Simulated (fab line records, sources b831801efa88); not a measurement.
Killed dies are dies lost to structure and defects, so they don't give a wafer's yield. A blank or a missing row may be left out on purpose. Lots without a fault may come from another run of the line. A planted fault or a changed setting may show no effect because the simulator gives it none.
fab line records | flow sky130
record lots=6 wafers=18 last_day=50
route steps=708 shown METAL5@679 PASSIVATION@681 PAD_OPEN@708
lots that met no fault: from a run of the same line without faults
start_h: hours from the record's first day to the start of the lot's first wafer shown | wait_h: hours since the lot's step before | " the same as in the row above | L1.1+2: a row that stands for several wafers | - no value, or no start given | * or withheld: withheld | < > ~ a bound
route shown NAME@n: a module of which the file shows steps, and the number in the route of the first | usual: mean/standard deviation of fault-free wafers | same: alike in all rows | chamber/n: place in a boat | sites: the reading at each site | _std_site: their standard deviation | _edge_site: outer sites' mean less inner sites' | radius_mm: how far each site lies from the wafer's centre | mask NAME#n: copy n | behind: the tool/chamber that last shaped the wafer | hold: why the lot was held/for how many hours/how that ended | device: the transistor (n, p or np) that didn't switch | end of line: the same wafers' tests at the end of the route | a step without rows: its recipe alone | killed: dies lost to structure and defects at the first sort, not the wafer's yield | map: a wafer's dies, x killed, . not, _ none there
set.NAME: the setting as run; set.NAME@STEP: as run at that earlier step | model.NAME: the simulator's own value behind a step, which no gauge read
lots at some steps of the route; a table a step, a row a wafer
services: from which hour (start_h, from the record's first day; less than 0 if before it) a tool's chamber was out of use, for how many hours, and why
## steps
# step SKY_METAL5_CLEAN_18
# recipe chemistry=IPA time_s=180 temp_c=25
# step SKY_METAL5_CLEAN_19
# recipe chemistry=O3/DIW dry=n2_spin
# step SKY_PASSIVATION_CVD_00
# recipe material=SiO2 target_thk_nm=90 temp_c=400 time_s=withheld rf_w=600
# usual heater_power_w=730/170 rf_fwd_power_W=589/3.3 susceptor_temp_C=400.03/0.25
# columns lot.wafer tool chamber start_h wait_h heater_power_w rf_fwd_power_W susceptor_temp_C
L958.3 pecvd-04 1 1025.60 0.0 594 594 400.06
L958.4 " 2 " " 457 594 400.22
L958.6 " 1 " " 601 593 400.11
L963.3 pecvd-02 0 1062.20 0.0 824 589 399.86
L963.5 " 1 " " 638 588 399.99
L963.6 " 0 " " 835 589 399.79
L964.1 pecvd-04 0 1065.79 0.0 1124 588 400.05
L964.2 " 1 " " 628 595 400.26
L964.6 " 0 " " 1117 589 400.17
L974.1 pecvd-04 1 1130.52 0.0 734 593 400.32
L974.2 " 2 " " 520 589 400.20
L974.6 " 0 " " 927 588 400.24
L977.2 pecvd-01 1 1143.92 0.0 922 583 400.03
L977.4 " 1 " " 753 586 400.00
L977.5 " 2 " " 594 586 399.37
L980.3 pecvd-01 0 1174.66 0.0 852 591 399.94
L980.4 " 1 " " 866 588 400.11
L980.5 " 0 " " 842 588 399.92
# step SKY_PASSIVATION_THK_MEAS_01
# recipe reads=SiO2_of_PASSIVATION_CVD_00
# usual PASSIVATION_CVD_00_THK=89.7/1.3
# columns lot.wafer tool chamber start_h wait_h PASSIVATION_CVD_00_THK[nm]
L958.3 film_metro-02 - 1025.64 - 89.7
L958.4 " - " " 89.2
L958.6 " - " " 90.7
L963.3 film_metro-01 - 1062.24 - 89.1
L963.5 " - " " 89.5
L963.6 " - " " 91.2
L964.1 film_metro-02 - 1065.81 - 90.2
L964.2 " - " " 89.1
L964.6 " - " " 90.9
L974.1 film_metro-02 - 1130.54 - 88.5
L974.2 " - " " 88.3
L974.6 " - " " 89.8
L977.2 film_metro-01 - 1143.95 - 89.3
L977.4 " - " " 91.9
L977.5 " - " " 90.2
L980.3 film_metro-01 - 1174.70 - 88.5
L980.4 " - " " 90.3
L980.5 " - " " 90.0
# step SKY_PASSIVATION_CVD_02
# recipe material=Si3N4 target_thk_nm=540 temp_c=400 time_s=withheld rf_w=450
# usual heater_power_w=784/130 rf_fwd_power_W=449.1/1.4 susceptor_temp_C=400.00/0.24
# columns lot.wafer tool chamber start_h wait_h heater_power_w rf_fwd_power_W susceptor_temp_C
L958.3 pecvd-01 2 1025.79 0.1 673 447.8 399.66
L958.4 " 0 " " 817 449.4 399.98
L958.6 " 2 " " 541 449.7 399.82
L963.3 pecvd-01 2 1062.28 0.0 625 448.5 400.39
L963.5 " 2 " " 634 448.4 399.68
L963.6 " 1 " " 941 448.3 400.28
L964.1 pecvd-02 0 1065.87 0.1 811 447.7 399.99
L964.2 " 1 " " 721 450.9 399.98
L964.6 " 1 " " 728 449.2 399.75
L974.1 pecvd-02 0 1130.60 0.1 891 450.5 400.24
L974.2 " 1 " " 719 448.4 400.11
L974.6 " 2 " " 863 447.0 400.45
L977.2 pecvd-04 0 1144.00 0.0 1106 448.5 400.25
L977.4 " 2 " " 558 449.9 399.65
L977.5 " 1 " " 774 449.9 400.09
L980.3 pecvd-02 1 1174.74 0.0 711 450.3 400.18
L980.4 " 0 " " 736 448.2 399.82
L980.5 " 1 " " 720 451.2 400.07
# step SKY_PASSIVATION_THK_MEAS_03
# recipe reads=Si3N4_of_PASSIVATION_CVD_02
# usual PASSIVATION_CVD_02_THK=541/8.4
# columns lot.wafer tool chamber start_h wait_h PASSIVATION_CVD_02_THK[nm]
L958.3 film_metro-02 - 1026.03 - 541
L958.4 " - " " 537
L958.6 " - " " 547
L963.3 film_metro-04 - 1062.52 - 535
L963.5 " - " " 547
L963.6 " - " " 543
L964.1 film_metro-04 - 1066.09 - 538
L964.2 " - " " 541
L964.6 " - " " 548
L974.1 film_metro-04 - 1130.83 - 544
L974.2 " - " " 544
L974.6 " - " " 549
L977.2 film_metro-01 - 1144.24 - 542
L977.4 " - " " 549
L977.5 " - " " 541
L980.3 film_metro-01 - 1174.99 - 539
L980.4 " - " " 538
L980.5 " - " " 547
# step SKY_PASSIVATION_DEHYDRATE_04
# recipe temp_c=200 time_s=60
# step SKY_PASSIVATION_HMDS_05
# recipe prime_time_s=60 prime_temp_c=120
# step SKY_PASSIVATION_COAT_06
# recipe spin_rpm=2000 resist_thk_nm=3000
# step SKY_PASSIVATION_SOFTBAKE_07
# recipe temp_c=110 time_s=withheld
# step SKY_PASSIVATION_EXPOSE_08
# recipe mask_id=NSM target_cd_nm=3000 na=0.57 dose_mj=260
# step SKY_PASSIVATION_PEB_09
# recipe temp_c=115 time_s=withheld
# step SKY_PASSIVATION_DEVELOP_10
# recipe develop_time_s=60 dev_temp_c=23
# usual developer_temp_C=23.00/0.11
# columns lot.wafer tool chamber start_h wait_h developer_temp_C
L958.3 litho_track-04 0 1048 - 22.78
L958.4 " 0 " " 22.92
L958.6 " 0 " " 22.91
L963.3 litho_track-02 0 1082 - 24.04
L963.5 " 0 " " 23.95
L963.6 " 0 " " 23.73
L964.1 litho_track-02 0 1086 - 24.08
L964.2 " 0 " " 24.18
L964.6 " 0 " " 23.87
L974.1 litho_track-01 0 1148 - 23.05
L974.2 " 0 " " 22.94
L974.6 " 0 " " 23.08
L977.2 litho_track-04 0 1162 - 23.05
L977.4 " 0 " " 23.05
L977.5 " 0 " " 23.08
L980.3 litho_track-02 0 1190 - 22.97
L980.4 " 0 " " 22.90
L980.5 " 0 " " 22.97
# step SKY_PASSIVATION_ETCH_11
# recipe chemistry=CF4/O2 target_depth_nm=725 stop_on=AlCu source_w=800 bias_w=150 pressure_mtorr=150 cf4_flow_sccm=80 O2_flow_sccm=10 time_s=161.1
# usual drypump_motor_current_A=5.9/0.47 oes_product_au=0.976/0.0085 rf_fwd_power_W=796.7/2.6 throttle_valve_pct=5.964/0.0085
# columns lot.wafer tool chamber start_h wait_h drypump_motor_current_A oes_product_au rf_fwd_power_W rf_hours_counter_h throttle_valve_pct
L958.3 rie_diel-04 0 1048.32 - 6.5 0.974 797.6 13 5.965
L958.4 " 3 " " 6.3 0.970 795.1 9 5.957
L958.6 " 3 " " 6.3 0.976 798.6 - 5.974
L963.3 rie_diel-03 0 1082.95 - 6.2 0.971 799.9 3 5.963
L963.5 " 3 " " 5.4 0.983 795.8 - 5.964
L963.6 " 0 " " 6.2 0.960 798.5 - 5.957
L964.1 rie_diel-04 3 1086.75 - 6.3 0.969 796.2 11 5.960
L964.2 " 1 " " 5.9 0.986 795.1 16 5.950
L964.6 " 1 " " 5.9 0.988 796.0 - 5.977
L974.1 rie_diel-03 1 1148.71 - 6.0 0.986 793.1 9 5.956
L974.2 " 0 " " 6.2 0.972 794.7 6 5.967
L974.6 " 1 " " 6.0 0.969 798.2 - 5.933
L977.2 rie_diel-03 2 1162.52 - 5.9 0.982 792.6 10 5.960
L977.4 " 0 " " 6.2 0.973 798.4 6 5.979
L977.5 " 0 " " 6.1 0.969 796.8 - 5.970
L980.3 rie_diel-04 3 1190.20 - 6.3 0.979 798.3 14 5.962
L980.4 " 0 " " 6.5 0.982 797.6 18 5.974
L980.5 " 3 " " 6.3 0.982 801.1 - 5.947
# step SKY_PAD_OPEN_PROBE_99
# usual defect_limited_yield=82.8/2.1 killed_at_M0_to_M3=42/6.6 killed_at_M4_up=3.1/1.9 killed_at_contacts=24/5.6 killed_at_front_end=15/4.8 killed_at_other=0.3/0.48 killed_dies=84/10 killed_on_rim=16/3.9 killed_open=47/6.8 killed_short=37/6.8
# same gross_dies=492 killed_at_back_side=0
# columns lot.wafer tool chamber start_h wait_h defect_limited_yield[%] killed_at_M0_to_M3 killed_at_M4_up killed_at_contacts killed_at_front_end killed_at_other killed_dies killed_on_rim killed_open killed_short
L958.3 prober-01 - 1071.97 0.2 84.1 41 0 19 18 0 78 15 45 33
L958.4 prober-01 - 1072.02 0.2 82.9 38 5 23 17 1 84 15 43 41
L958.6 prober-01 - 1072.12 0.2 82.9 36 5 25 18 0 84 13 44 40
L963.3 prober-02 - 1106.73 0.2 83.7 35 0 25 20 0 80 15 41 39
L963.5 prober-02 - 1106.83 0.2 81.9 37 2 29 20 1 89 17 53 36
L963.6 prober-02 - 1106.88 0.2 84.8 37 1 26 11 0 75 15 44 31
L964.1 prober-01 - 1109.48 0.1 81.3 50 1 23 18 0 92 15 46 46
L964.2 prober-01 - 1109.53 0.1 83.3 41 0 18 22 1 82 14 49 33
L964.6 prober-01 - 1109.73 0.2 84.1 44 2 23 8 1 78 21 41 37
L974.1 prober-01 - 1168.49 0.1 81.5 49 3 27 12 0 91 17 56 35
L974.2 prober-01 - 1168.54 0.1 81.5 40 1 38 12 0 91 16 49 42
L974.6 prober-01 - 1168.74 0.2 83.7 37 2 30 11 0 80 23 43 37
L977.2 prober-02 - 1181.49 0.1 86.2 35 2 20 11 0 68 16 41 27
L977.4 prober-02 - 1181.59 0.2 87.8 31 3 13 13 0 60 9 30 30
L977.5 prober-02 - 1181.64 0.2 82.3 41 4 29 13 0 87 15 55 32
L980.3 prober-01 - 1205.20 0.2 84.1 42 1 23 12 0 78 14 47 31
L980.4 prober-01 - 1205.25 0.2 82.7 39 2 27 16 1 85 13 47 38
L980.5 prober-01 - 1205.30 0.2 82.3 41 6 23 17 0 87 17 51 36
# killed by level:class
L958.3 VIA1:geometric_particle:open=12 CONTACT:geometric_particle:open=9 METAL2:geometric_particle:short=7 POLY_GATE:geometric_particle:open=6 FIELD_ISO:geometric_particle:open=5 CONTACT:geometric_particle:short=4 METAL1:geometric_particle:short=4 FIELD_ISO:geometric_particle:short=3
L958.4 CONTACT:geometric_particle:open=9 VIA1:geometric_particle:open=8 METAL2:geometric_particle:short=6 VIA2:geometric_particle:open=6 METAL1:geometric_particle:short=5 VIA2:geometric_particle:short=5 LOCAL_INTERCONNECT:geometric_particle:short=5 POLY_GATE:geometric_particle:short=4
L958.6 CONTACT:geometric_particle:open=10 VIA1:geometric_particle:open=10 LI_CONTACT:geometric_particle:open=8 POLY_GATE:geometric_particle:short=6 VIA3:geometric_particle:open=5 POLY_GATE:geometric_particle:open=4 METAL4:geometric_particle:short=4 METAL1:geometric_particle:short=4
L963.3 VIA1:geometric_particle:open=12 LI_CONTACT:geometric_particle:open=9 POLY_GATE:geometric_particle:short=6 CONTACT:geometric_particle:open=6 CONTACT:geometric_particle:short=6 VIA1:geometric_particle:short=4 METAL2:geometric_particle:short=4 VIA2:geometric_particle:open=4
L963.5 CONTACT:geometric_particle:open=12 VIA1:geometric_particle:open=10 FIELD_ISO:geometric_particle:open=7 LI_CONTACT:geometric_particle:open=6 VIA3:geometric_particle:open=5 FIELD_ISO:geometric_particle:short=4 POLY_GATE:geometric_particle:open=4 POLY_GATE:geometric_particle:short=4
L963.6 VIA1:geometric_particle:open=12 CONTACT:geometric_particle:open=10 VIA3:geometric_particle:open=6 LI_CONTACT:geometric_particle:short=5 CONTACT:geometric_particle:short=5 FIELD_ISO:geometric_particle:open=4 VIA2:geometric_particle:open=4 VIA3:geometric_particle:short=4
L964.1 VIA1:geometric_particle:open=11 VIA2:geometric_particle:open=11 VIA1:geometric_particle:short=8 LI_CONTACT:geometric_particle:open=6 CONTACT:geometric_particle:short=6 FIELD_ISO:geometric_particle:short=5 METAL1:geometric_particle:short=5 METAL3:geometric_particle:short=5
L964.2 VIA1:geometric_particle:open=9 VIA2:geometric_particle:open=9 POLY_GATE:geometric_particle:open=7 CONTACT:geometric_particle:open=7 VIA1:geometric_particle:short=7 LI_CONTACT:geometric_particle:open=6 FIELD_ISO:geometric_particle:short=5 METAL1:geometric_particle:short=4
L964.6 METAL1:geometric_particle:short=11 VIA1:geometric_particle:open=10 LI_CONTACT:geometric_particle:open=7 CONTACT:geometric_particle:open=6 METAL1:geometric_particle:open=4 VIA3:geometric_particle:open=4 LI_CONTACT:geometric_particle:short=3 LOCAL_INTERCONNECT:geometric_particle:short=3
L974.1 VIA1:geometric_particle:open=16 CONTACT:geometric_particle:open=14 VIA3:geometric_particle:open=7 CONTACT:geometric_particle:short=6 METAL1:geometric_particle:short=6 VIA2:geometric_particle:open=6 LI_CONTACT:geometric_particle:open=4 POLY_GATE:geometric_particle:open=3
L974.2 CONTACT:geometric_particle:open=15 VIA1:geometric_particle:open=13 LI_CONTACT:geometric_particle:open=9 CONTACT:geometric_particle:short=6 METAL2:geometric_particle:short=6 LOCAL_INTERCONNECT:geometric_particle:short=5 VIA2:geometric_particle:open=5 SPACER:geometric_particle:short=4
L974.6 CONTACT:geometric_particle:open=12 VIA1:geometric_particle:open=10 LI_CONTACT:geometric_particle:open=9 METAL2:geometric_particle:short=6 LOCAL_INTERCONNECT:geometric_particle:short=5 METAL1:geometric_particle:short=4 VIA1:geometric_particle:short=4 POLY_GATE:geometric_particle:short=3
L977.2 VIA1:geometric_particle:open=10 LI_CONTACT:geometric_particle:open=8 VIA2:geometric_particle:open=7 METAL1:geometric_particle:short=6 CONTACT:geometric_particle:short=5 CONTACT:geometric_particle:open=5 POLY_GATE:geometric_particle:open=3 VIA1:geometric_particle:short=3
L977.4 CONTACT:geometric_particle:open=6 VIA1:geometric_particle:open=5 FIELD_ISO:geometric_particle:short=4 FIELD_ISO:geometric_particle:open=4 METAL2:geometric_particle:short=4 VIA2:geometric_particle:open=4 POLY_GATE:geometric_particle:short=3 METAL1:geometric_particle:short=3
L977.5 CONTACT:geometric_particle:open=13 VIA1:geometric_particle:open=9 VIA2:geometric_particle:open=8 LI_CONTACT:geometric_particle:open=6 POLY_GATE:geometric_particle:open=5 METAL1:geometric_particle:short=5 LOCAL_INTERCONNECT:geometric_particle:short=4 CONTACT:geometric_particle:short=4
L980.3 LI_CONTACT:geometric_particle:open=9 VIA3:geometric_particle:open=9 CONTACT:geometric_particle:open=8 VIA1:geometric_particle:open=8 VIA1:geometric_particle:short=6 VIA2:geometric_particle:open=5 POLY_GATE:geometric_particle:open=4 POLY_GATE:geometric_particle:short=3
L980.4 LI_CONTACT:geometric_particle:open=11 CONTACT:geometric_particle:open=9 VIA1:geometric_particle:open=7 VIA3:geometric_particle:open=6 VIA1:geometric_particle:short=5 VIA3:geometric_particle:short=5 LOCAL_INTERCONNECT:geometric_particle:short=4 POLY_GATE:geometric_particle:short=4
L980.5 VIA1:geometric_particle:open=11 CONTACT:geometric_particle:open=9 VIA3:geometric_particle:open=8 POLY_GATE:geometric_particle:open=5 CONTACT:geometric_particle:short=5 METAL4:geometric_particle:short=5 FIELD_ISO:geometric_particle:short=4 METAL2:geometric_particle:open=4
## services
# columns tool chamber start_h hours kind
rie_diel-03 - 1011.34 2.8 pm
pecvd-01 0 1034.96 16.5 scheduled_down
pecvd-04 - 1039.03 0.5 repair
rie_diel-03 3 1042.91 7.6 repair
pecvd-04 0 1045.22 5.5 scheduled_down
rie_diel-04 0 1049.16 8.0 repair
pecvd-01 - 1051.53 6.0 pm
rie_diel-03 2 1073.28 1.7 repair
rie_diel-03 3 1074.82 2.4 repair
pecvd-02 2 1097.33 4.4 repair
pecvd-04 0 1098.80 2.1 scheduled_down
rie_diel-03 3 1115.40 23.0 repair
rie_diel-03 2 1121.10 2.8 repair
pecvd-01 1 1130.01 4.6 repair
rie_diel-03 3 1138.35 - clean
rie_diel-03 3 1138.35 16.2 scheduled_down
pecvd-04 2 1147.14 2.1 scheduled_down
rie_diel-04 - 1161.43 0.3 repair
rie_diel-04 2 1162.09 3.8 repair
pecvd-04 - 1163.22 2.2 repair
pecvd-04 1 1168.24 5.0 scheduled_down
pecvd-04 - 1171.17 4.4 repair
pecvd-04 0 1180.62 - clean
pecvd-04 0 1180.62 - consumable_replace:showerhead
## key
first_sign step=SKY_PASSIVATION_DEVELOP_10 reading=developer_temp_C direction=up sigmas=8.8 usual=* struck=*
effect none on later readings
met_at SKY_PASSIVATION_DEVELOP_10
struck_wafers L963.3,L963.5,L963.6,L964.1,L964.2,L964.6
fault kind=process_parameter_drift tool=litho_track-02 chamber=- onset_h=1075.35 steps=SKY_PASSIVATION_DEVELOP_10 channel=dev_temp_c offset=* shape=step end_h=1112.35 acts_in=* stated=*
